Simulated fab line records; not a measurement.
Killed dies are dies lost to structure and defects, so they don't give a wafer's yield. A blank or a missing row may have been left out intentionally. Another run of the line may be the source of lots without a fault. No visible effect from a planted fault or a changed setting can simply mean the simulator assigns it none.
fab line records	flow gf180mcu
[record] lots = 5	wafers = 15	lastDay = 33
route steps=602 shown M5@535 V5@540
lots that met no fault: taken from a fault-free run of the same line
startH: hours from the record's opening day to when the first of the lot's shown wafers began	waitH: how many hours have passed since the lot's step before this one	" the same as in the row above	L1.1+2: a row that stands for several wafers	- no value, or no start was given	* or withheld: withheld	< > ~ a bound
route shown NAME@n: names a module that has steps shown in the file, with the first one's number in the route	usual: mean/standard deviation of fault-free wafers	same: alike in all rows	chamber/n: place in a boat	sites: the reading at each site	_std_site: the standard deviation of these	_edge_site: outer sites' mean less inner sites'	radiusMm: for every site, how far away it sits from the centre of the wafer	mask NAME#n: copy n	behind: tool/chamber where the wafer was last shaped	hold: why the lot was held/for how many hours/how that ended	device: the n, p or np transistor that did not switch	end of line: tests of these same wafers at the route's end	step lacking rows: just its recipe	killed: at the first sort, the dies lost to defects and structure; wafer yield is something else	map: shows each die of a wafer: x if killed, . if not, _ if none is there
set.NAME: the setting the step ran with; set.NAME@STEP: the setting that earlier step ran with	model.NAME: the simulator's own value behind a step, which no gauge read
lots at selected steps of the route; one table per step, one row per wafer
services: a tool's chamber out of use, with start hour (startH, from the record's first day; less than 0 if before it), hours out, and reason
[[steps]]
[step GF_M5_ETCH_09]
[recipe] chemistry = CF4/O2	target = Si3N4	targetDepthNm = 52	sourceW = 800	biasW = 150	pressureMtorr = 150	cf4FlowSccm = 80	O2_flow_sccm = 10	timeS = 11.6
[usual] drypumpMotorCurrentA = 5.8/0.43	oesProductAu = 1.003/0.0095	throttleValvePct = 5.971/0.0094
lot.wafer	tool	chamber	startH	waitH	drypumpMotorCurrentA	oesProductAu	rfHoursCounterH	throttleValvePct
L085.3	rieDiel-04	1	691.80	0.0	6.0	1.009	45	5.973
L085.4	"	3	"	"	5.9	1.007	-	5.985
L085.6	"	2	"	"	5.3	1.008	-	5.972
L086.1	rieDiel-01	1	692.24	0.0	4.9	0.985	49	5.971
L086.2	"	2	"	"	6.3	0.998	46	5.975
L086.6	"	2	"	"	6.3	0.995	-	5.957
L087.2	rieDiel-03	3	703.49	0.0	5.4	1.011	45	5.980
L087.4	"	2	"	"	5.8	0.996	12	5.976
L087.6	"	1	"	"	6.5	1.010	-	5.978
L088.2	rieDiel-03	2	710.09	0.0	5.8	0.995	12	5.963
L088.3	"	3	"	"	5.4	1.010	45	5.973
L088.5	"	0	"	"	5.6	1.002	-	5.976
L092.1	rieDiel-01	0	744.80	0.0	5.6	1.000	42	5.966
L092.3	"	2	"	"	6.3	0.997	48	5.979
L092.5	"	2	"	"	6.3	0.986	-	5.950
[step GF_M5_METAL_ETCH_10]
[recipe] chemistry = Cl2/BCl3	maskMaterial = KrF	targetDepthNm = 750.8	stopOn = SiO2	pressureMtorr = 8	icpW = 800	biasW = 140	Cl2_flow_sccm = 80	bcl3FlowSccm = 40	timeS = 125.1
[usual] bcl3FlowSccm = 40.00/0.12	drypumpMotorCurrentA = 5.6/0.31	oesProductAu = 0.991/0.0053	throttleValvePct = 28.228/0.0092
lot.wafer	tool	chamber	startH	waitH	bcl3FlowSccm	drypumpMotorCurrentA	oesProductAu	rfHoursCounterH	throttleValvePct
L085.3	rieMetal-02	1	691.86	0.1	40.01	5.2	0.992	-	28.248
L085.4	"	0	"	"	40.12	5.8	0.989	-	28.227
L085.6	"	1	"	"	39.99	5.2	0.986	-	28.232
L086.1	rieMetal-03	1	692.26	0.0	39.82	6.1	0.984	11	28.220
L086.2	"	0	"	"	40.06	5.6	0.990	12	28.226
L086.6	"	1	"	"	39.98	6.1	0.996	-	28.232
L087.2	rieMetal-02	0	703.52	0.0	39.96	5.8	0.990	14	28.225
L087.4	"	1	"	"	39.85	5.2	0.982	-	28.233
L087.6	"	1	"	"	39.77	5.2	0.983	-	28.227
L088.2	rieMetal-03	1	710.12	0.0	40.10	6.1	0.996	12	28.228
L088.3	"	1	"	"	39.98	6.1	0.987	-	28.227
L088.5	"	0	"	"	40.06	5.6	0.994	-	28.211
L092.1	rieMetal-01	0	744.82	0.0	39.91	5.5	0.991	9	28.239
L092.3	"	0	"	"	39.85	5.5	1.000	-	28.236
L092.5	"	0	"	"	40.00	5.4	0.989	-	28.236
[step GF_M5_STRIP_11]
[recipe] chemistry = O2/N2	powerW = 1400	pressureMtorr = 1500	platenTempC = 250	o2FlowSccm = 3000	n2FlowSccm = 300	overashFraction = 0.5
[usual] drypumpMotorCurrentA = 5.8/0.3	heaterPowerW = 372/30	oesProductAu = 0.523/0.0049	stripTimeToEndpointS = 7.03/0.037
lot.wafer	tool	chamber	startH	waitH	drypumpMotorCurrentA	heaterPowerW	oesProductAu	rfHoursCounterH	stripTimeToEndpointS
L085.3	plasmaAsher-01	1	691.98	0.1	5.5	378	0.527	-	7.00
L085.4	"	0	"	"	5.9	412	0.528	-	7.02
L085.6	"	1	"	"	5.5	371	0.523	-	7.01
L086.1	plasmaAsher-04	1	692.39	0.1	6.0	325	0.528	104	7.06
L086.2	"	0	"	"	6.2	407	0.523	104	7.02
L086.6	"	0	"	"	6.3	402	0.522	-	7.05
L087.2	plasmaAsher-01	0	703.69	0.1	5.9	401	0.527	27	7.09
L087.4	"	0	"	"	5.9	415	0.517	-	7.01
L087.6	"	0	"	"	5.9	403	0.523	-	7.02
L088.2	plasmaAsher-01	1	710.25	0.1	5.6	373	0.523	28	7.02
L088.3	"	0	"	"	5.8	416	0.524	-	7.05
L088.5	"	0	"	"	5.9	409	0.522	-	7.02
L092.1	plasmaAsher-03	1	744.95	0.1	6.1	342	0.524	97	7.05
L092.3	"	1	"	"	6.1	337	0.526	-	7.03
L092.5	"	1	"	"	6.1	335	0.523	-	7.06
[step GF_M5_STRIP_12]
[recipe] chemistry = postEtchResidueRemover	timeS = 1200	tempC = 72.5
lot.wafer	tool	chamber	startH	waitH
L085.3+4+6	wetBench-03	2	692.05	0.0
L086.1+2+6	wetBench-03	2	692.49	0.1
L087.2+4+6	wetBench-02	0	703.79	0.1
L088.2+3+5	wetBench-03	3	710.35	0.1
L092.1+3+5	wetBench-02	1	745.05	0.1
[step GF_M5_CLEAN_13]
[recipe] chemistry = DIW	dry = n2Spin
lot.wafer	tool	chamber	startH	waitH
L085.3+4+6	wetBench-02	3	692.39	0.0
L086.1+2+6	wetBench-01	1	692.85	0.0
L087.2+4+6	wetBench-01	2	704.13	0.0
L088.2+3+5	wetBench-01	1	710.72	0.0
L092.1+3+5	wetBench-02	3	745.39	0.0
[step GF_V5_CVD_00]
[recipe] material = SiO2	targetThkNm = 300	sigmaOpenFrac = 0.3	tempC = 400	timeS = 50	sih4FlowSccm = 60	pressureMtorr = 6
lot.wafer	tool	chamber	startH	waitH
L085.3+4+6	hdpcvd-02	2,0,1	692.48	0.0
L086.1+2+6	hdpcvd-02	1,2,0	692.95	0.0
L087.2+4+6	hdpcvd-02	1,2,1	704.22	0.0
L088.2+3+5	hdpcvd-02	1,2,2	710.81	0.0
L092.1+3+5	hdpcvd-02	1,0,1	745.48	0.0
[step GF_V5_THK_MEAS_01]
[recipe] reads = SiO2_of_V5_CVD_00
[usual] V5_CVD_00_THK = 300/3.1
lot.wafer	tool	chamber	startH	waitH	V5_CVD_00_THK[nm]
L085.3	filmMetro-04	-	692.55	0.0	300
L085.4	"	-	"	"	301
L085.6	"	-	"	"	300
L086.1	filmMetro-02	-	692.99	0.0	299
L086.2	"	-	"	"	298
L086.6	"	-	"	"	300
L087.2	filmMetro-04	-	704.28	0.0	299
L087.4	"	-	"	"	300
L087.6	"	-	"	"	299
L088.2	filmMetro-04	-	710.87	0.0	296
L088.3	"	-	"	"	297
L088.5	"	-	"	"	300
L092.1	filmMetro-02	-	745.53	0.0	299
L092.3	"	-	"	"	297
L092.5	"	-	"	"	299
[step GF_V5_CVD_02]
[recipe] material = SiO2	targetThkNm = 1450	precursor = TEOS	tempC = 400	timeS = 163.28	rfW = 600
[usual] heaterPowerW = 665/82
lot.wafer	tool	chamber	startH	waitH	heaterPowerW
L085.3	pecvd-03	0	692.59	0.0	758
L085.4	"	1	"	"	574
L085.6	"	0	"	"	834
L086.1	pecvd-02	0	693.05	0.1	616
L086.2	"	1	"	"	558
L086.6	"	0	"	"	703
L087.2	pecvd-01	1	704.33	0.0	692
L087.4	"	0	"	"	750
L087.6	"	1	"	"	718
L088.2	pecvd-01	0	710.92	0.0	654
L088.3	"	1	"	"	717
L088.5	"	2	"	"	592
L092.1	pecvd-02	0	745.59	0.1	643
L092.3	"	1	"	"	514
L092.5	"	0	"	"	708
[step GF_V5_THK_MEAS_03]
[recipe] reads = SiO2_of_V5_CVD_02
[usual] V5_CVD_02_THK = 1441/19
lot.wafer	tool	chamber	startH	waitH	V5_CVD_02_THK[nm]
L085.3	filmMetro-03	-	692.71	0.1	1412
L085.4	"	-	"	"	1431
L085.6	"	-	"	"	1438
L086.1	filmMetro-03	-	693.17	0.1	1428
L086.2	"	-	"	"	1442
L086.6	"	-	"	"	1458
L087.2	filmMetro-02	-	704.45	0.1	1425
L087.4	"	-	"	"	1473
L087.6	"	-	"	"	1452
L088.2	filmMetro-03	-	711.03	0.1	1422
L088.3	"	-	"	"	1429
L088.5	"	-	"	"	1466
L092.1	filmMetro-04	-	745.69	0.1	1436
L092.3	"	-	"	"	1435
L092.5	"	-	"	"	1450
[step GF_V5_CMP_04]
[recipe] material = SiO2	downForcePsi = 4	platenRpm = 60	padVelocityMS = 0.94248
[usual] motorCurrentA = 12.0/0.74
lot.wafer	tool	chamber	startH	waitH	motorCurrentA
L085.4	cmp-02	3	692.85	0.1	12.9
L085.3	"	0	"	"	13.2
L085.6	"	2	"	"	12.3
L086.2	cmp-02	3	693.23	0.0	12.8
L086.1	"	2	"	"	12.6
L086.6	"	3	"	"	12.7
L087.4	cmp-01	0	704.55	0.1	12.5
L087.2	"	2	"	"	11.9
L087.6	"	0	"	"	12.6
L088.2	cmp-01	0	711.13	0.1	12.6
L088.3	"	1	"	"	11.9
L088.5	"	3	"	"	11.1
L092.3	cmp-01	2	745.75	0.0	12.7
L092.1	"	3	"	"	12.2
L092.5	"	3	"	"	11.6
[step GF_V5_BOW_MEAS_05]
[recipe] mode = bow
[usual] V5_BOW = 131/8.6
lot.wafer	tool	chamber	startH	waitH	V5_BOW[um]
L085.3	filmMetro-03	-	693.09	0.1	131
L085.4	"	-	"	"	137
L085.6	"	-	"	"	136
L086.1	filmMetro-03	-	693.53	0.1	122
L086.2	"	-	"	"	134
L086.6	"	-	"	"	124
L087.2	filmMetro-03	-	704.82	0.1	137
L087.4	"	-	"	"	129
L087.6	"	-	"	"	142
L088.2	filmMetro-02	-	711.40	0.2	124
L088.3	"	-	"	"	126
L088.5	"	-	"	"	126
L092.1	filmMetro-02	-	746.12	0.3	137
L092.3	"	-	"	"	132
L092.5	"	-	"	"	135
[step GF_V5_DEHYDRATE_06]
[recipe] tempC = 200	timeS = 60
lot.wafer	tool	chamber	startH	waitH
L085.3+4+6	lithoTrack-01	0	701.76	8.7
L086.1+2+6	lithoTrack-03	0	701.84	8.3
L087.2+4+6	lithoTrack-03	0	712.97	8.1
L088.2+3+5	lithoTrack-03	0	719.62	8.2
L092.1+3+5	lithoTrack-02	0	753.41	7.3
[step GF_V5_HMDS_07]
[recipe] primeTimeS = 60	primeTempC = 120
lot.wafer	tool	chamber	startH	waitH
L085.3+4+6	lithoTrack-01	0	701.91	0.1
L086.1+2+6	lithoTrack-03	0	701.99	0.1
L087.2+4+6	lithoTrack-03	0	713.12	0.1
L088.2+3+5	lithoTrack-03	0	719.77	0.1
L092.1+3+5	lithoTrack-02	0	753.56	0.1
[step GF_V5_COAT_08]
[recipe] resist = BARC	tempC = withheld	timeS = withheld	spinRpm = withheld	resistThkNm = withheld
lot.wafer	tool	chamber	startH	waitH
L085.3+4+6	lithoTrack-01	0	702.06	0.1
L086.1+2+6	lithoTrack-03	0	702.14	0.1
L087.2+4+6	lithoTrack-03	0	713.27	0.1
L088.2+3+5	lithoTrack-03	0	719.92	0.1
L092.1+3+5	lithoTrack-02	0	753.71	0.1
[step GF_V5_COAT_09]
[recipe] resist = KrF	spinRpm = withheld	resistThkNm = 1000
lot.wafer	tool	chamber	startH	waitH
L085.3+4+6	lithoTrack-01	0	-	-
L086.1+2+6	lithoTrack-03	0	-	-
L087.2+4+6	lithoTrack-03	0	-	-
L088.2+3+5	lithoTrack-03	0	-	-
L092.1+3+5	lithoTrack-02	0	-	-
[step GF_V5_SOFTBAKE_10]
[recipe] tempC = 130	timeS = 60	resist = KrF
lot.wafer	tool	chamber	startH	waitH
L085.3+4+6	lithoTrack-01	0	-	-
L086.1+2+6	lithoTrack-03	0	-	-
L087.2+4+6	lithoTrack-03	0	-	-
L088.2+3+5	lithoTrack-03	0	-	-
L092.1+3+5	lithoTrack-02	0	-	-
[step GF_V5_EXPOSE_11]
[recipe] maskId = Via5	targetCdNm = 260	na = 0.68	sourceShape = conventional	sigmaOuter = 0.6	doseMj = 38.5
[usual] exposureDoseMJCm2 = 37.95/0.039	reticleTempC = 22.97/0.1
lot.wafer	tool	chamber	startH	waitH	mask	exposureDoseMJCm2	reticleTempC
L085.3	krfScanner-01	0	-	-	Via5#0	37.94	23.18
L085.4	"	0	"	"	Via5#0	37.93	23.16
L085.6	"	0	"	"	Via5#0	37.95	22.98
L086.1	krfScanner-02	0	-	-	Via5#0	38.06	23.02
L086.2	"	0	"	"	Via5#0	37.99	23.13
L086.6	"	0	"	"	Via5#0	38.02	22.82
L087.2	krfScanner-01	0	-	-	Via5#0	37.89	22.95
L087.4	"	0	"	"	Via5#0	37.94	22.88
L087.6	"	0	"	"	Via5#0	37.92	23.03
L088.2	krfScanner-02	0	-	-	Via5#0	37.99	22.94
L088.3	"	0	"	"	Via5#0	38.01	23.03
L088.5	"	0	"	"	Via5#0	37.98	22.93
L092.1	krfScanner-01	0	-	-	Via5#0	37.89	23.07
L092.3	"	0	"	"	Via5#0	37.95	22.99
L092.5	"	0	"	"	Via5#0	37.92	23.10
[step GF_V5_PEB_12]
[recipe] pebTempC = 135	pebTimeS = 90	resist = KrF
[same] pebTimeS = 90
lot.wafer	tool	chamber	startH	waitH
L085.3+4+6	lithoTrack-02	0	-	-
L086.1+2+6	lithoTrack-02	0	-	-
L087.2+4+6	lithoTrack-03	0	-	-
L088.2+3+5	lithoTrack-02	0	-	-
L092.1+3+5	lithoTrack-02	0	-	-
[step GF_V5_DEVELOP_13]
[recipe] developTimeS = 60	resist = KrF	devTempC = 21
lot.wafer	tool	chamber	startH	waitH
L085.3+4+6	lithoTrack-02	0	711.11	0.1
L086.1+2+6	lithoTrack-02	0	711.41	0.2
L087.2+4+6	lithoTrack-03	0	721.77	0.2
L088.2+3+5	lithoTrack-02	0	728.79	0.2
L092.1+3+5	lithoTrack-02	0	762.16	0.2
[step GF_V5_CD_MEAS_14]
[recipe] targetCdNm = 260
[usual] cdNm = 259.8/1.4
lot.wafer	tool	chamber	startH	waitH	cdNm
L085.3	cdSem-01	-	711.25	0.1	259.5
L085.4	"	-	"	"	260.1
L085.6	"	-	"	"	259.4
L086.1	cdSem-02	-	711.56	0.1	258.9
L086.2	"	-	"	"	258.7
L086.6	"	-	"	"	258.9
L087.2	cdSem-02	-	721.91	0.1	260.3
L087.4	"	-	"	"	260.2
L087.6	"	-	"	"	260.8
L088.2	cdSem-02	-	728.93	0.1	259.2
L088.3	"	-	"	"	258.1
L088.5	"	-	"	"	259.4
L092.1	cdSem-01	-	762.31	0.1	262.1
L092.3	"	-	"	"	262.2
L092.5	"	-	"	"	263.1
[step GF_V5_OVL_MEAS_15]
[usual] V5_OVL = -7/5.5
lot.wafer	tool	chamber	startH	waitH	V5_OVL[nm]
L085.3	overlay-02	-	711.34	0.1	2
L085.4	"	-	"	"	3
L085.6	"	-	"	"	6
L086.1	overlay-01	-	711.68	0.1	-10
L086.2	"	-	"	"	-4
L086.6	"	-	"	"	3
L087.2	overlay-01	-	722.02	0.1	-8
L087.4	"	-	"	"	-12
L087.6	"	-	"	"	-6
L088.2	overlay-01	-	729.04	0.1	-1
L088.3	"	-	"	"	-13
L088.5	"	-	"	"	-13
L092.1	overlay-01	-	762.43	0.1	-1
L092.3	"	-	"	"	-5
L092.5	"	-	"	"	-4
[step GF_V5_ETCH_16]
[recipe] chemistry = N2/H2	targetDepthA = withheld	overetchA = withheld	timeS = withheld	target = BARC	ionEnergyEv = 200	sourceW = 500	biasW = 100	pressureMtorr = 30	n2FlowSccm = 100	h2FlowSccm = 200
[usual] drypumpMotorCurrentA = 5.6/0.45	oesProductAu = 0.855/0.0045	throttleValvePct = 13.224/0.0095
lot.wafer	tool	chamber	startH	waitH	drypumpMotorCurrentA	oesProductAu	throttleValvePct
L085.3	rieDiel-01	3	711.37	0.0	5.4	0.848	13.226
L085.4	"	1	"	"	4.9	0.856	13.217
L085.6	"	2	"	"	6.3	0.856	13.226
L086.1	rieDiel-03	0	711.72	0.0	5.6	0.850	13.222
L086.2	"	3	"	"	5.4	0.851	13.234
L086.6	"	2	"	"	5.8	0.849	13.222
L087.2	rieDiel-01	2	722.05	0.0	6.3	0.846	13.236
L087.4	"	1	"	"	4.9	0.856	13.201
L087.6	"	3	"	"	5.4	0.853	13.234
L088.2	rieDiel-02	0	729.07	0.0	5.1	0.856	13.235
L088.3	"	2	"	"	5.5	0.858	13.223
L088.5	"	1	"	"	5.7	0.853	13.214
L092.1	rieDiel-02	2	762.47	0.0	5.5	0.857	13.208
L092.3	"	3	"	"	5.1	0.860	13.223
L092.5	"	1	"	"	5.7	0.857	13.224
[step GF_V5_ETCH_17]
[recipe] chemistry = C4F8/O2/Ar	maskMaterial = KrF	target = SiO2	stopOn = TiN	sourceW = 1500	biasW = 1200	pressureMtorr = 40	c4f8FlowSccm = withheld	O2_flow_sccm = 6	Ar_flow_sccm = 300	timeS = withheld	targetDepthA = 8550
[usual] oesProductAu = 0.859/0.0042
lot.wafer	tool	chamber	startH	waitH	oesProductAu
L085.3	rieDiel-01	3	-	-	0.859
L085.4	"	1	"	"	0.865
L085.6	"	2	"	"	0.863
L086.1	rieDiel-03	0	-	-	0.858
L086.2	"	3	"	"	0.856
L086.6	"	2	"	"	0.852
L087.2	rieDiel-01	2	-	-	0.855
L087.4	"	1	"	"	0.850
L087.6	"	3	"	"	0.863
L088.2	rieDiel-02	0	-	-	0.864
L088.3	"	2	"	"	0.862
L088.5	"	1	"	"	0.860
L092.1	rieDiel-02	2	-	-	0.861
L092.3	"	3	"	"	0.857
L092.5	"	1	"	"	0.859
[step GF_V5_STRIP_18]
[recipe] chemistry = O2/N2	powerW = 1400	pressureMtorr = 1500	platenTempC = 250	o2FlowSccm = 3000	n2FlowSccm = 300	overashFraction = 0.5
[usual] drypumpMotorCurrentA = 5.90/0.25	heaterPowerW = 373/39	oesProductAu = 0.568/0.0049
lot.wafer	tool	chamber	startH	waitH	drypumpMotorCurrentA	heaterPowerW	oesProductAu	rfHoursCounterH
L085.3	plasmaAsher-04	1	711.55	-	6.05	317	0.561	-
L085.4	"	0	"	"	6.25	400	0.566	-
L085.6	"	1	"	"	6.07	314	0.575	-
L086.1	plasmaAsher-01	1	711.87	-	5.56	373	0.569	28
L086.2	"	0	"	"	5.90	401	0.569	28
L086.6	"	0	"	"	5.90	416	0.577	-
L087.2	plasmaAsher-01	0	722.20	-	5.90	407	0.571	29
L087.4	"	0	"	"	5.87	407	0.569	-
L087.6	"	1	"	"	5.54	373	0.566	-
L088.2	plasmaAsher-01	0	729.22	-	5.85	411	0.564	30
L088.3	"	1	"	"	5.54	365	0.561	-
L088.5	"	0	"	"	5.89	409	0.569	-
L092.1	plasmaAsher-01	1	762.62	-	5.55	374	0.567	34
L092.3	"	1	"	"	5.56	373	0.563	-
L092.5	"	1	"	"	5.54	369	0.566	-
[step GF_V5_STRIP_19]
[recipe] chemistry = postEtchResidueRemover	timeS = 1200	tempC = 72.5
lot.wafer	tool	chamber	startH	waitH
L085.3+4+6	wetBench-02	1	711.62	0.0
L086.1+2+6	wetBench-03	1	711.97	0.1
L087.2+4+6	wetBench-04	0	722.30	0.1
L088.2+3+5	wetBench-02	2	729.32	0.1
L092.1+3+5	wetBench-03	2	762.72	0.1
[step GF_V5_CLEAN_20]
[recipe] chemistry = DIW	dry = n2Spin
lot.wafer	tool	chamber	startH	waitH
L085.3+4+6	wetBench-04	3	711.96	0.0
L086.1+2+6	wetBench-02	3	712.34	0.0
L087.2+4+6	wetBench-03	0	722.64	0.0
L088.2+3+5	wetBench-04	0	729.66	0.0
L092.1+3+5	wetBench-04	1	763.09	0.0
[step GF_V5_SPUTTER_21]
[recipe] material = Ti	targetThkNm = 15	chamberPressurePa = 5	powerW = 2553	substrateTempC = 200	timeS = 80.02
[usual] cathodeDcPowerW = 2553.1/0.48	throttleValvePct = 29.7/0.95
lot.wafer	tool	chamber	startH	waitH	cathodeDcPowerW	throttleValvePct
L085.3	pvdSputter-02	-	712.05	0.0	2553.1	27.8
L085.4	"	-	"	"	2553.1	29.2
L085.6	"	-	"	"	2552.3	29.4
L086.1	pvdSputter-02	-	712.44	0.0	2553.0	29.4
L086.2	"	-	"	"	2552.9	28.0
L086.6	"	-	"	"	2553.6	27.7
L087.2	pvdSputter-01	-	722.73	0.0	2553.2	28.9
L087.4	"	-	"	"	2553.6	31.0
L087.6	"	-	"	"	2552.4	28.4
L088.2	pvdSputter-02	-	729.75	0.0	2552.9	27.7
L088.3	"	-	"	"	2552.7	28.9
L088.5	"	-	"	"	2553.2	30.4
L092.1	pvdSputter-03	-	763.20	0.0	2552.9	30.5
L092.3	"	-	"	"	2551.3	30.1
L092.5	"	-	"	"	2552.7	30.4
[[services]]
tool	chamber	startH	hours	kind
pecvd-01	-	669.72	1.5	repair
plasmaAsher-01	-	672.65	7.4	repair
plasmaAsher-01	-	672.86	0.9	repair
cmp-01	-	675.06	2.6	repair
pecvd-01	1	679.03	3.0	repair
krfScanner-02	-	681.59	1.0	pm
krfScanner-02	-	682.59	1.3	pm
rieDiel-02	3	683.92	1.5	repair
krfScanner-01	-	688.47	1.0	pm
cmp-01	-	694.84	1.6	repair
pvdSputter-02	-	697.17	0.5	repair
cmp-01	-	700.89	1.0	repair
rieDiel-02	-	704.28	1.2	repair
krfScanner-01	-	707.38	0.8	pm
rieDiel-01	0	708.66	14.3	repair
pecvd-02	-	715.86	2.8	pm
hdpcvd-02	2	715.86	13.8	repair
krfScanner-02	-	716.33	0.3	repair
rieMetal-02	-	724.65	4.0	pm
krfScanner-02	-	724.84	3.6	pm
plasmaAsher-04	-	733.75	9.0	pm
rieMetal-02	0	739.27	5.3	repair
pvdSputter-02	-	744.08	6.6	repair
cmp-02	-	744.21	4.0	pm
[[key]]
fault none
